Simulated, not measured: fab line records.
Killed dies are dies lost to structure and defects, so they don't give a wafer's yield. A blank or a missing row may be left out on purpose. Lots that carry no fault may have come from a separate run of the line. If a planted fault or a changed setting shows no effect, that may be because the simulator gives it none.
Matching of chambers    flow gf180mcu    GF_V4_CMP_04 on cmp-01 has 4 sister chambers
The step polishes SiO2. 16 wafers are shown with their chamber, then 8 later ones without.

EACH WAFER AND ITS CHAMBER
wafer   chamber  motor-current-A (A)  time-to-endpoint-s (s)  edge-zone-pressure-frac
L872.1  3        12.7                 80                      0.998
L872.2  0        12.3                 84                      1.001
L872.6  3        12.5                 88                      0.995
L873.2  0        12.2                 80                      1.004
L873.3  3        12.8                 80                      1.005
L873.6  1        11.8                 86                      0.993
L874.4  0        12.2                 83                      1.007
L874.5  2        12.7                 93                      1.008
L874.6  1        11.3                 85                      1.009
L882.1  1        11.4                 76                      1.001
L882.3  3        13.2                 70                      1.000
L882.5  2        11.6                 84                      1.004
L884.4  3        12.4                 77                      1.000
L884.5  3        13.7                 81                      0.995
L884.6  0        12.3                 75                      1.000
L886.1  1        11.8                 76                      1.003

SIGNATURES (averages over the wafers above)
reading                  chamber 0  chamber 1  chamber 2  chamber 3  scatter within a chamber
motor-current-A          12.250     11.575     12.150     12.883     0.409
time-to-endpoint-s       80.50      80.75      88.50      79.33      5.41
edge-zone-pressure-frac  1.00300    1.00150    1.00600    0.99883    0.00447
Rule: a wafer's distance from a chamber is the root of the sum, over the readings, of the square of ((its reading less the chamber's mean) divided by the reading's scatter). If the next closest chamber is less than 2 further off than the closest, the wafer can't be placed; otherwise it belongs to the closest. The scatter: the root of (the sum of the squares of (reading less its chamber's mean) over the shown wafers, divided by (wafers less chambers)).

WAFERS WHOSE CHAMBER IS MISSING
wafer   motor-current-A (A)  time-to-endpoint-s (s)  edge-zone-pressure-frac
L886.4  12.2                 95                      0.997
L886.5  12.3                 86                      0.998
L887.4  12.5                 81                      1.000
L887.5  11.8                 78                      1.003
L887.6  11.9                 78                      1.000
L891.4  11.6                 81                      1.004
L891.5  13.3                 75                      1.002
L891.6  12.3                 75                      0.995

EACH ONE'S CHAMBER
wafer   from the rows above                in truth
L886.4  can't be placed: 2 or 0 or 1 or 3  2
L886.5  can't be placed: 0 or 2 or 3 or 1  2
L887.4  can't be placed: 0 or 3 or 2 or 1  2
L887.5  can't be placed: 1 or 0 or 2 or 3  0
L887.6  can't be placed: 1 or 0 or 3 or 2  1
L891.4  can't be placed: 1 or 0 or 2       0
L891.5  can't be placed: 3 or 0            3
L891.6  can't be placed: 3 or 0 or 1 or 2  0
0 of 8 placed correctly. Not placeable from these rows: 8 (in 8, the candidates include the true chamber). Number placed wrongly: 0.
